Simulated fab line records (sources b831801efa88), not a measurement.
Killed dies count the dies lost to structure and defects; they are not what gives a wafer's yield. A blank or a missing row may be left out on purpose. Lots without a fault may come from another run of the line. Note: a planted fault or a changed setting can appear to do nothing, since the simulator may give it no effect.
Struck lot and sound lot, side by side + flow sky130 + 14 out of 708 route steps
Sound: the wafers L265.1, L265.3, L265.5. Wafers struck: L257.1, L257.3, L257.4. The cause is named last.
At each step with rows: each side's tool, then ch and its chambers, then its first start. Under that, the readings that differ: sound wafers + struck wafers + difference of the means + sigmas: that difference in standard deviations of wafers without a fault.
alike: readings whose means differ by less than 2 such deviations, and words and numbers that are the same on both sides. not compared: withheld readings, readings that some wafer has no value for, bounds like >300 that may hide the same value, and numbers for which the record gives no deviation and whose values overlap.
A row with sigmas, a row that says differs or no value, or rows on one side alone: a step with any of these is where the two part. Numbers that don't overlap but have no deviation are shown without sigmas and don't part them. A reading that every wafer of one side lacks parts them only if that side has two wafers or more.

first, 1 step without rows for these wafers: SKY_VT_ADJUST_NCORE_DEVELOP_06 (develop time 60 s).
SKY_VT_ADJUST_NCORE_CD_MEAS_07: target cd 380 nm.
  struck on cd-sem-02, day 12 09:29; sound on cd-sem-01, day 14 13:35
  alike: cd-nm
SKY_VT_ADJUST_NCORE_OVL_MEAS_08:
  struck on overlay-02, day 12 09:37; sound on overlay-01, day 14 13:42
| reading                  | sound          | struck      | difference | sigmas |
|--------------------------|----------------|-------------|------------|--------|
| VT_ADJUST_NCORE_OVL (nm) | -3.1 -1.2 -1.2 | 3.3 1.9 0.9 | +3.9       | +3     |
after that, 1 step had no rows for these wafers: SKY_VT_ADJUST_NCORE_IMPLANT_09.
SKY_VT_ADJUST_NCORE_STRIP_10: strips in O2/N2.
  sound on plasma-asher-04 ch 0,1, day 14 13:53; struck on plasma-asher-04 ch 0,1, day 12 09:48
  alike: drypump-motor-current-A, oes-product-au, strip-time-to-endpoint-s
  not compared: rf-hours-counter-h
SKY_VT_ADJUST_NCORE_TW_MEAS_11:
  struck on film-metro-04, day 12 09:54; sound on film-metro-04, day 14 13:59
  alike: VT_ADJUST_NCORE_TW
then, 6 steps without rows for these wafers: SKY_VT_ADJUST_HVTR_DEHYDRATE_00 (time 60 s); SKY_VT_ADJUST_HVTR_HMDS_01 (prime time 60 s); SKY_VT_ADJUST_HVTR_COAT_02 (resist thk 1140 nm); SKY_VT_ADJUST_HVTR_SOFTBAKE_03 (time 60 s); SKY_VT_ADJUST_HVTR_EXPOSE_04 (exposes mask HVTRM, target cd 380 nm); SKY_VT_ADJUST_HVTR_PEB_05.
SKY_VT_ADJUST_HVTR_DEVELOP_06: develop time 60 s.
  sound on litho-track-04 ch 0, day 15 16:41; struck on litho-track-01, day 13 09:49
  no value came back on the struck wafers for chill-plate-temp-C (C), develop-time-s (s); on the sound wafers chill-plate-temp-C (C) reads 23.16 22.88 23.11
SKY_VT_ADJUST_HVTR_CD_MEAS_07: target cd 380 nm.
  struck on cd-sem-01, day 13 09:58; sound on cd-sem-01, day 15 16:50
| reading    | sound             | struck | difference                    | sigmas |
|------------|-------------------|--------|-------------------------------|--------|
| cd-nm (nm) | 379.3 381.6 377.6 | - - -  | no value on the struck wafers |        |

WHERE THEY PART
First at SKY_VT_ADJUST_NCORE_OVL_MEAS_08; last, within this record, at SKY_VT_ADJUST_HVTR_CD_MEAS_07.

WHY: what the simulator had put in
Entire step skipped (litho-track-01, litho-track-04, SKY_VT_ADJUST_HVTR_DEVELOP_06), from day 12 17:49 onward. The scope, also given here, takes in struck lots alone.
